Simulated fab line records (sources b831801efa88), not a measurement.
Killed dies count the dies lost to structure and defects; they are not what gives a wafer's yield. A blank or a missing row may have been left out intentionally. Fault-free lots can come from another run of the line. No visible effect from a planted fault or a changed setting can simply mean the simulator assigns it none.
Which tool is to blame?    flow gf180mcu    13 lots, 39 wafers sampled, at 5 steps of a route of 602

## WHAT THE GAUGES SHOWED, per wafer
GF_NWELL_TW_MEAS_11.
lot   measured     on             NWELL_TW
L354  day 3 09:15  film_metro-03  1558 1545 1552
L355  day 3 13:13  film_metro-03  1542 1547 1542
L356  day 3 18:30  film_metro-01  1582 1591 1585
L357  day 4 06:20  film_metro-04  1585 1583 1597
L358  day 4 09:23  film_metro-01  1580 1576 1575
L360  day 4 20:03  film_metro-01  1588 1575 1577
L361  day 5 01:14  film_metro-01  1585 1586 1593
L362  day 5 04:45  film_metro-03  1542 1540 1536
L364  day 5 15:18  film_metro-04  1580 1588 1586
L366  day 5 23:32  film_metro-01  1585 1574 1570
L371  day 7 06:00  film_metro-01  1588 1589 1598
L372  day 7 10:36  film_metro-03  1542 1544 1539
L376  day 8 07:18  film_metro-03  1543 1552 1546

GF_VT_IMPLANT_RS_MEAS_48: measurement is done with a four-point probe.
lot   measured      on             LVPWELL_RS (ohm/sq)
L354  day 7 16:46   film_metro-03  1190 1192 1192
L355  day 7 20:09   film_metro-01  1198 1198 1199
L356  day 8 02:26   film_metro-04  1197 1201 1199
L357  day 8 17:33   film_metro-04  1201 1201 1202
L358  day 8 20:50   film_metro-03  1192 1197 1194
L360  day 9 11:34   film_metro-01  1198 1196 1196
L361  day 9 15:23   film_metro-03  1192 1194 1195
L362  day 9 21:35   film_metro-01  1201 1202 1202
L364  day 10 08:05  film_metro-03  1201 1198 1199
L366  day 10 19:08  film_metro-01  1222 1218 1223
L371  day 12 09:18  film_metro-03  1196 1197 1199
L372  day 12 15:33  film_metro-03  1195 1196 1196
L376  day 13 15:55  film_metro-01  1202 1202 1201

GF_PSD_OVL_MEAS_08.
lot   measured      on          PSD_OVL (nm)
L354  day 14 06:38  overlay-02  -2.3 -2.0 -2.8
L355  day 14 09:38  overlay-02  -0.9 -0.9 -0.1
L356  day 14 22:55  overlay-02  2.0 -1.6 1.4
L357  day 15 14:29  overlay-02  0.3 0.7 -1.5
L358  day 15 20:16  overlay-01  -1.7 1.1 -0.8
L360  day 16 11:02  overlay-01  0.4 0.1 -1.7
L361  day 16 18:46  overlay-02  -2.9 -1.7 -1.5
L362  day 17 01:20  overlay-02  -1.0 -2.3 -2.3
L364  day 17 17:22  overlay-02  -0.5 -1.3 -0.1
L366  day 18 11:46  overlay-02  -2.2 -1.6 -2.5
L371  day 20 05:17  overlay-02  -1.0 0.0 -0.3
L372  day 20 17:26  overlay-01  -1.5 0.8 -0.2
L376  day 21 18:50  overlay-02  1.7 -1.3 -0.2

GF_M1_CD_MEAS_14: the cd target is 230 nm.
lot   measured      on         cd_nm (nm)
L354  day 17 04:19  cd_sem-02  229.9 230.2 228.4
L355  day 17 05:58  cd_sem-02  229.9 230.5 230.2
L356  day 17 20:57  cd_sem-02  229.7 229.5 228.3
L357  day 18 14:46  cd_sem-01  228.3 227.0 228.8
L358  day 18 21:24  cd_sem-01  231.4 231.9 232.0
L360  day 19 12:19  cd_sem-01  230.4 231.0 231.3
L361  day 19 20:51  cd_sem-02  231.1 230.7 231.2
L362  day 20 04:33  cd_sem-02  230.4 231.3 229.0
L364  day 20 21:24  cd_sem-01  230.2 230.2 231.2
L366  day 21 18:06  cd_sem-02  231.8 232.8 232.0
L371  day 23 07:10  cd_sem-01  228.8 229.1 228.2
L372  day 23 19:19  cd_sem-02  231.5 232.6 231.7
L376  day 24 17:40  cd_sem-02  231.4 231.2 228.9

## WHICH TOOL RAN EACH LOT (tool, then ch and the chambers of the sampled wafers, then the start)
lot   GF_LVPWELL_IMPLANT_08
L354  implanter-02 ch 0, day 3 22:22
L355  implanter-02 ch 0, day 4 02:07
L356  implanter-03 ch 0, day 4 07:27
L357  implanter-02 ch 0, day 4 19:34
L358  implanter-03 ch 0, day 4 22:29
L360  implanter-04 ch 0, day 5 10:28
L361  implanter-03 ch 0, day 5 14:41
L362  implanter-04 ch 0, day 5 19:14
L364  implanter-02 ch 0, day 6 05:56
L366  implanter-02 ch 0, day 6 14:20
L371  implanter-04 ch 0, day 7 21:22
L372  implanter-03 ch 0, day 8 02:13
L376  implanter-03 ch 0, day 8 23:31
- GF_LVPWELL_IMPLANT_08

## AS READ BY THE TOOLS THEMSELVES (means over the sampled wafers that have a number; for cases with no such wafer, the mark the record gives instead)
The record holds no such reading with a usual standard deviation.

## THE ANSWER, worked out from the rows above alone
Rule: what is usual is taken from the lots themselves. Put in order of their means at a reading, lots are off if they are a third of the lots or fewer, leave a main group of 4 or more, and stand apart from it by a gap of 3 or more times the standard deviation of the main group's means; of several such gaps the widest counts. If all means in a main group match to the digits the tables above print for the reading, that group is not used. Also off: a lot with no number at a reading for which 4 or more lots have one. The other lots that the step has rows for count as sound. Order of review: gauges by route order, followed by the tools' own readings, for which a lot's mean as printed above is used. The first step at which some lot is off is used, and at that step the reading that is off furthest; a lot without a number counts as furthest.
Off: L366, at GF_VT_IMPLANT_RS_MEAS_48 (LVPWELL_RS). Main group: mean 1198 ohm/sq, sd 3.2.
If a tool, at a process step before that reading, ran all the lots that are off and no sound lot after the first of them, it fits. The gauges at GF_VT_IMPLANT_RS_MEAS_48 aren't tried: what is off there is off at GF_PSD_OVL_MEAS_08 too, on other tools, and a gauge's error can't cause that. One candidate fits, namely implanter-02 at GF_LVPWELL_IMPLANT_08. A fault onset in the window from L364 (day 6 05:56, its last sound lot) to L366 (day 6 14:20, its first lot off) fits.

## WHAT HAD BEEN PUT IN BY THE SIMULATOR
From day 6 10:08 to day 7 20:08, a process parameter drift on implanter-02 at GF_LVPWELL_IMPLANT_08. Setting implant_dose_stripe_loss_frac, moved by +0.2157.
Struck lots among those shown: L366. The rule above found the same.
